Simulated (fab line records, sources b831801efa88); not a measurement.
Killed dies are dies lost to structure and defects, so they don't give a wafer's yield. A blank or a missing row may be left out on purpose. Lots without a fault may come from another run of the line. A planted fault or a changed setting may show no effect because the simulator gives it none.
Problem report in the 8D (eight disciplines) form, filled by code | flow gf180mcu | the parts of the form that need people (team, actions taken, sign-off) are left out

1. THE PROBLEM
chamber_pressure_pa at GF_MIM_SPUTTER_09 reads a mean of 0.4138 Pa on 2 wafers of 2 lots; wafers without a fault read 0.4001 Pa with a standard deviation of 0.00073. That is +19 standard deviations from the usual mean.
The step: material TiN, target thk 35 nm, time 29.2 s.
First seen on wafer L998.2, day 26 10:34, on pvd_sputter-01. The record holds 42 wafers of 14 lots with a number at this step. Rule for "out", or "out of limits": more than 4 standard deviations from the usual mean. The other wafers with a number count as sound.

2. WHAT IT IS AND WHAT IT IS NOT
question                    | is                  | is not
which readings at this step | chamber_pressure_pa | throttle_valve_pct
which lots                  | L101, L998          | L102, L103, L104, L107, L108, L110, L112, L113, L114, L991, L993, L996
which wafers of those lots  | L101.5, L998.2      | L101.4, L101.6, L998.1, L998.4
read on which tools         | pvd_sputter-01      | pvd_sputter-02, pvd_sputter-03
when                        | from day 26 10:34   | up to then (11 sound wafers); but 29 sound wafers of L101, L102, L103, L104, L107, L108, L110, L112, L113, L114 came after

3. SUSPECTS, AND WHAT RULES EACH OUT
Counting: a tool at a process step up to the reading stays a suspect if it ran every lot that is out. Sound lots after the first of them don't rule it out here, since some wafers of a struck lot are sound.
- pvd_sputter-01 at GF_MIM_SPUTTER_09 (material TiN, target thk 35 nm, time 29.2 s): kept. It ran every lot that is out, first L998 (day 26 10:34); its last sound lot up to then is L996 (day 25 19:28). Its own readings are out on those wafers: chamber_pressure_pa.
Left after counting: pvd_sputter-01 at GF_MIM_SPUTTER_09.

4. THE CAUSE (what the simulator had put in)
Process parameter drift: pvd_sputter-01, from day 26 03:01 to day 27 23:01, at GF_MIM_SPUTTER_09. Setting chamber_pressure_pa, moved by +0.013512, from 0.4. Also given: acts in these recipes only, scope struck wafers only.
Counting left only this tool.

5. THE CHAIN OF EFFECTS, in route order
Each row: a reading whose mean over the struck wafers that have a number lies more than 3 standard deviations from the usual. Only readings for which the record gives a usual standard deviation are gone through. hours: the time from each lot's start at the first step in this table that gives one to its start at this step, as a median over the lots. sigmas: the change in usual standard deviations.
hours | step              | reading             | usual     | on struck wafers | change  | sigmas
0     | GF_MIM_SPUTTER_09 | chamber_pressure_pa | 0.4001 Pa | 0.4138           | +0.0137 | +19
The process steps in it:
- GF_MIM_SPUTTER_09: material TiN, target thk 35 nm, time 29.2 s.

6. WHAT WOULD HAVE CAUGHT IT SOONER
In this record the first reading out of limits was taken at day 26 10:34, 8 hours after the fault began at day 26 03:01.
